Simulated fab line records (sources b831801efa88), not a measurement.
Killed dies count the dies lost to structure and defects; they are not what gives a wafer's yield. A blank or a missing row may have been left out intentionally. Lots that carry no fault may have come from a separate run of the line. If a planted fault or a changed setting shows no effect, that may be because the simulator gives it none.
A struck lot beside a sound one | flow gf180mcu | 15 steps out of a route of 602
Sound: wafers L671.1, L671.2, L671.6. Struck: wafer L681.2. (L681.3, L681.5 of the same lot were not struck and are left out.) The cause comes at the end.
Each step with rows lists, per side, the tool, then ch with its chambers, then its first start. Under that, the readings that differ: sound wafers | struck wafers | difference of the means | sigmas: that difference in standard deviations of wafers without a fault.
alike: readings with means less than 2 such deviations apart, plus words and numbers identical on both sides. not compared: withheld readings, readings lacking a value on some wafer, bounds such as >300 that could conceal the same value, and numbers that have no deviation in the record and whose values overlap.
A row with sigmas, a row that says differs or no value, or rows on one side alone: a step with any of these is where the two part. Numbers that have no deviation but don't overlap get no sigmas and don't part them. A reading that every wafer of one side lacks parts them only if that side has two wafers or more.

first, 1 step without rows for these wafers: GF_V5_ETCH_16 (etches BARC in N2/H2).
GF_V5_ETCH_17: etches SiO2 in C4F8/O2/Ar, stops on TiN, target depth 855 nm.
  sound on rie diel-03 ch 1,2,3; struck on rie diel-03 ch 3
  reading               | sound             | struck | difference | sigmas
  oes product au (a.u.) | 0.866 0.859 0.866 | 0.853  | -0.011     | -2
GF_V5_STRIP_18: strips in O2/N2.
  sound on plasma asher-04 ch 0,1, day 27 13:49; struck on plasma asher-01 ch 0, day 30 15:34
  reading            | sound       | struck | difference | sigmas
  heater power w (W) | 390 340 388 | 318    | -55        | -2
  alike: drypump motor current A, o2 flow sccm, oes product au
  not compared: rf hours counter h
then, 2 steps without rows for these wafers: GF_V5_STRIP_19 (strips in post etch residue remover, time 1200 s); GF_V5_CLEAN_20 (cleans in DIW).
GF_V5_SPUTTER_21: material Ti, target thk 15 nm, time 80.02 s.
  sound on pvd sputter-02 at day 27 14:22; struck on pvd sputter-02 at day 30 16:05
  alike: cathode dc power W, throttle valve pct
then, 2 steps without rows for these wafers: GF_V5_SPUTTER_22 (material TiN, target thk 10 nm, time 40 s); GF_V5_CVD_23 (deposits W, target thk 350 nm, time 104.9 s).
GF_V5_RS_MEAS_24: a four-point-probe measurement.
  sound on film metro-03 at day 27 14:35; struck on film metro-02 at day 30 16:19
  alike: V5_W_RS
GF_V5_THK_MEAS_25: measures by xrf.
  sound on film metro-03 at day 27 14:42; struck on film metro-02 at day 30 16:26
  alike: V5_W_THK
GF_V5_CMP_26: polishes, stops on SiO2, t overpolish 15 s, target thk 0 nm.
  sound on cmp-01 ch 0,1, day 27 15:13; struck on cmp-01 ch 2, day 30 16:32
  alike: motor current A, overpolish run s, slurry filter dp kPa, time to endpoint s
GF_TOP_METAL_SPUTTER_00: material Ti, target thk 37.5 nm, time 150 s.
  sound on pvd sputter-01 at day 27 15:28; struck on pvd sputter-01 at day 30 16:47
  alike: cathode dc power W, throttle valve pct
GF_TOP_METAL_SPUTTER_01: material TiN, target thk 30 nm, time 25 s.
  sound on pvd sputter-01 at day 27 15:34; struck on pvd sputter-01 at day 30 16:53
  reading                                       | sound                | struck | difference | sigmas
  cathode dc power W (W)                        | 6500.4 6500.7 6498.4 | 6074.5 | -425.3     | -99 or more
  model.TiN_of_TOP_METAL_SPUTTER_01.thk nm (nm) | 30.17 30.05 29.53    | 27.72  | -2.20      |
  alike: throttle valve pct
then, 1 step without rows for these wafers: GF_TOP_METAL_SPUTTER_02 (material AlCu, target thk 900 nm, time 47.82 s).
GF_PASSIVATION_PROBE_99:
  record: rows for the struck wafers here (prober-02, day 32 06:46), none for the sound ones

WHERE THEY PART
Earliest at GF_V5_ETCH_17; latest, in this record, at GF_PASSIVATION_PROBE_99.

WHY: what had been put in by the simulator
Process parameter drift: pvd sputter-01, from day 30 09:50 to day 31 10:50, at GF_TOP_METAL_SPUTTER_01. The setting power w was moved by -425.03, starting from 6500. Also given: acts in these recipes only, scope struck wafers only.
